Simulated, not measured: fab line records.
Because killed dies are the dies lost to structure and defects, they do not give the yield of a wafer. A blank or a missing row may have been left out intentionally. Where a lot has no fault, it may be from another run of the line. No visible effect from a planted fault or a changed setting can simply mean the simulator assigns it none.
Chamber matching + flow sky130 + SKY_VIA3_CMP_24 on cmp-02 has 4 sister chambers
The step polishes, stops on SiO2, t overpolish 20 s, target thk 0 nm. 16 wafers are shown with their chamber, then 7 later ones without.

WAFERS, EACH WITH ITS CHAMBER
| wafer  | chamber | motorCurrentA (A) | timeToEndpointS (s) | retainingRingPressureFrac |
|--------|---------|-------------------|---------------------|---------------------------|
| L103.3 | 2       | 10.9              | 95                  | 1.002                     |
| L103.4 | 3       | 11.5              | 100                 | 0.993                     |
| L103.5 | 3       | 10.6              | 95                  | 1.002                     |
| L105.1 | 3       | 11.5              | 93                  | 0.994                     |
| L105.4 | 2       | 10.7              | 97                  | 1.000                     |
| L105.6 | 1       | 11.3              | 92                  | 0.997                     |
| L108.1 | 0       | 10.0              | 104                 | 0.995                     |
| L108.2 | 2       | 10.6              | 101                 | 0.993                     |
| L108.3 | 3       | 11.0              | 101                 | 1.001                     |
| L111.1 | 2       | 10.7              | 98                  | 1.002                     |
| L111.3 | 1       | 11.8              | 94                  | 1.000                     |
| L111.5 | 3       | 11.0              | 96                  | 1.001                     |
| L117.1 | 1       | 11.7              | 97                  | 1.000                     |
| L117.6 | 2       | 11.2              | 96                  | 0.997                     |
| L122.1 | 1       | 11.9              | 93                  | 1.007                     |
| L122.2 | 3       | 10.9              | 101                 | 0.993                     |

SIGNATURES (averages over the wafers above)
| reading                   | chamber 0 | chamber 1 | chamber 2 | chamber 3 | scatter within a chamber |
|---------------------------|-----------|-----------|-----------|-----------|--------------------------|
| motorCurrentA             | 10.000    | 11.675    | 10.820    | 11.083    | 0.298                    |
| timeToEndpointS           | 104.00    | 94.00     | 97.40     | 97.67     | 2.81                     |
| retainingRingPressureFrac | 0.99500   | 1.00100   | 0.99880   | 0.99733   | 0.00418                  |
Rule: for each reading, subtract the chamber's mean from the wafer's reading, divide by that reading's scatter and square the result; add these up over the readings and take the root, which gives the wafer's distance from the chamber. If the next closest chamber is less than 2 further off than the closest, the wafer can't be placed; otherwise it belongs to the closest. The scatter: the root of (the sum of the squares of (reading less its chamber's mean) over the shown wafers, divided by (wafers less chambers)).

WAFERS MISSING THEIR CHAMBER
| wafer  | motorCurrentA (A) | timeToEndpointS (s) | retainingRingPressureFrac |
|--------|-------------------|---------------------|---------------------------|
| L122.4 | 9.6               | 94                  | 1.000                     |
| L123.4 | 11.0              | 98                  | 1.002                     |
| L123.5 | 11.6              | 94                  | 0.999                     |
| L123.6 | 10.1              | 96                  | 0.995                     |
| L125.1 | 11.6              | 99                  | 0.990                     |
| L125.4 | 11.4              | 99                  | 1.001                     |
| L125.5 | 10.4              | 104                 | 0.998                     |

THE CHAMBER EACH PASSED THROUGH
| wafer  | from the rows above          | in truth |
|--------|------------------------------|----------|
| L122.4 | can't be placed: 0 or 2 or 3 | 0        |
| L123.4 | can't be placed: 2 or 3 or 1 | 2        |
| L123.5 | can't be placed: 1 or 3      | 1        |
| L123.6 | can't be placed: 2 or 0 or 3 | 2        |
| L125.1 | can't be placed: 3 or 1 or 2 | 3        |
| L125.4 | can't be placed: 3 or 1 or 2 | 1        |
| L125.5 | can't be placed: 0 or 2 or 3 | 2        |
Correctly placed: 0 of 7. Can't be placed from these rows: 7 (the true chamber is among the candidates in 7). 0 placed wrongly.
